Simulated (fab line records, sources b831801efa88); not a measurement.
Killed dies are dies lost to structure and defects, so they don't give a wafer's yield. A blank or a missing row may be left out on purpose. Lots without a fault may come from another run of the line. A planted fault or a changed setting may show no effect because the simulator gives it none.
Which tool did it? | flow sfq_line | 14 lots, 42 wafers sampled, at 1 step of a route of 325

WHAT THE GAUGES READ, wafer by wafer
The record holds no reading of a measuring or inspecting step that can be judged against a usual standard deviation.

WHICH TOOL RAN EACH LOT (tool, then ch and the chambers of the sampled wafers, then the start)
lot  | SFQ_TRILAYER_I4_VIA_LITHO_PEB_106
L676 | litho_track-02 ch 0, day 36 23:30
L678 | litho_track-02 ch 0, day 37 19:25
L679 | litho_track-04 ch 0, day 38 02:38
L681 | litho_track-03 ch 0, day 38 13:26
L682 | litho_track-02 ch 0, day 38 20:03
L684 | litho_track-03 ch 0, day 40 02:47
L685 | litho_track-02 ch 0, day 41 07:36
L686 | litho_track-04 ch 0, day 41 13:35
L688 | litho_track-02 ch 0, day 42 00:23
L690 | litho_track-02 ch 0, day 42 20:45
L691 | litho_track-04 ch 0, day 44 12:22
L696 | litho_track-02 ch 0, day 52 14:13
L697 | litho_track-02 ch 0, day 52 23:51
L698 | litho_track-04 ch 0, day 53 14:22
- SFQ_TRILAYER_I4_VIA_LITHO_PEB_106: peb time 60 s.

WHAT THE TOOLS THEMSELVES READ (means of the sampled wafers that have a number; where no wafer has one, the mark that the record gives instead)
SFQ_TRILAYER_I4_VIA_LITHO_PEB_106. Usual: heater_power_total_W 79.16 W, standard deviation 0.062.
lot  | tool           | heater_power_total_W (W) | flag
L676 | litho_track-02 | 79.15                    |
L678 | litho_track-02 | 79.13                    |
L679 | litho_track-04 | 79.16                    |
L681 | litho_track-03 | 79.13                    |
L682 | litho_track-02 | 79.15                    |
L684 | litho_track-03 | 79.16                    |
L685 | litho_track-02 | 79.17                    |
L686 | litho_track-04 | 79.18                    |
L688 | litho_track-02 | 79.20                    |
L690 | litho_track-02 | 79.16                    |
L691 | litho_track-04 | 79.19                    |
L696 | litho_track-02 | 80.90                    | OFF
L697 | litho_track-02 | 80.78                    | OFF
L698 | litho_track-04 | 79.22                    |

THE ANSWER, worked out from the rows above alone
Rule: a lot is off if the mean of its wafers that have a number lies more than 3 standard deviations from the usual mean. A lot without any number at a reading at which 4 lots or more have one is off too. The other lots that the step has rows for count as sound. The gauges are gone through in route order, then the tools' own readings, and for those a lot's mean is taken as printed above. The first step at which some lot is off is used, and at that step the reading that is off furthest; a lot without a number counts as furthest.
Off: L696, L697, at SFQ_TRILAYER_I4_VIA_LITHO_PEB_106 (heater_power_total_W).
A tool fits if, at that step or a process step before it, it ran every lot that is off, and no sound lot after the first of them. One fits: litho_track-02 at SFQ_TRILAYER_I4_VIA_LITHO_PEB_106. Its last sound lot is L690 (day 42 20:45), its first lot that is off L696 (day 52 14:13): a fault that began between those two fits.
The tool's own readings at SFQ_TRILAYER_I4_VIA_LITHO_PEB_106 bear it out: on the lots that are off they differ by more than 5 times the standard deviation of the sound lots' means. heater_power_total_W reads 80.84 W there against 79.17 W on the sound lots.

WHAT THE SIMULATOR HAD PUT IN
Process parameter drift: litho_track-02, from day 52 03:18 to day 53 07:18, at SFQ_TRILAYER_I4_VIA_LITHO_PEB_106. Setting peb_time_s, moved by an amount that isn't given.
Lots struck among those shown: L696, L697. The rule above found the same.
